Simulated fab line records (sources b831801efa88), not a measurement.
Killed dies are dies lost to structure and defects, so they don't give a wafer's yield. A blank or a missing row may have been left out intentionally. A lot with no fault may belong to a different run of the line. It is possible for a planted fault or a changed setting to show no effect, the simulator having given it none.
Chamber matching ; flow sky130 ; SKY_CONTACT_CMP_04 on cmp-01 has 4 sister chambers
The step polishes SiO2. 8 wafers are shown with their chamber, then 12 later ones without.

== WAFERS PAIRED WITH THEIR CHAMBERS ==
wafer;chamber;motor-current-A (A);time-to-endpoint-s (s)
L079.2;1;12.1;83
L079.6;1;12.8;82
L080.6;3;12.6;82
L085.1;3;11.8;87
L085.5;2;12.0;86
L088.2;0;12.1;78
L088.4;2;11.4;85
L088.6;0;11.9;78

== WAFERS MISSING THEIR CHAMBER ==
wafer;motor-current-A (A);time-to-endpoint-s (s)
L091.1;12.4;87
L091.4;12.2;82
L091.5;12.2;84
L094.1;12.0;81
L094.3;12.5;80
L094.4;12.1;75
L095.1;12.3;85
L095.3;11.2;84
L095.6;12.5;86
L097.3;11.6;86
L097.4;12.3;91
L097.6;12.8;87

== EACH ONE'S CHAMBER ==
wafer;from the rows above;in truth
L091.1;can't be placed: 3 or 2 or 1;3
L091.4;can't be placed: 1 or 3 or 2 or 0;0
L091.5;can't be placed: 3 or 1 or 2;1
L094.1;can't be placed: 1 or 0 or 3 or 2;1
L094.3;can't be placed: 1 or 0 or 3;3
L094.4;0;0
L095.1;can't be placed: 3 or 2 or 1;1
L095.3;can't be placed: 2 or 3 or 1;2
L095.6;can't be placed: 3 or 2 or 1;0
L097.3;can't be placed: 2 or 3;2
L097.4;can't be placed: 2 or 3 or 1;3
L097.6;can't be placed: 3 or 1 or 2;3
Placed correctly: 1 of 12. These rows do not allow placing 11 (true chamber among the candidates in 10). Wrongly placed: 0.
How it was worked out, from the rows above alone: a wafer's distance from a chamber is the root of the sum, over the readings, of the square of ((its reading less the chamber's mean) divided by the reading's scatter). The wafer belongs to the nearest chamber; if the next one is less than 2 further off, it can't be placed. The mean given for a chamber averages the wafers shown for that chamber. The scatter: the root of (the sum of the squares of (reading less its chamber's mean) over the shown wafers, divided by (wafers less chambers)).
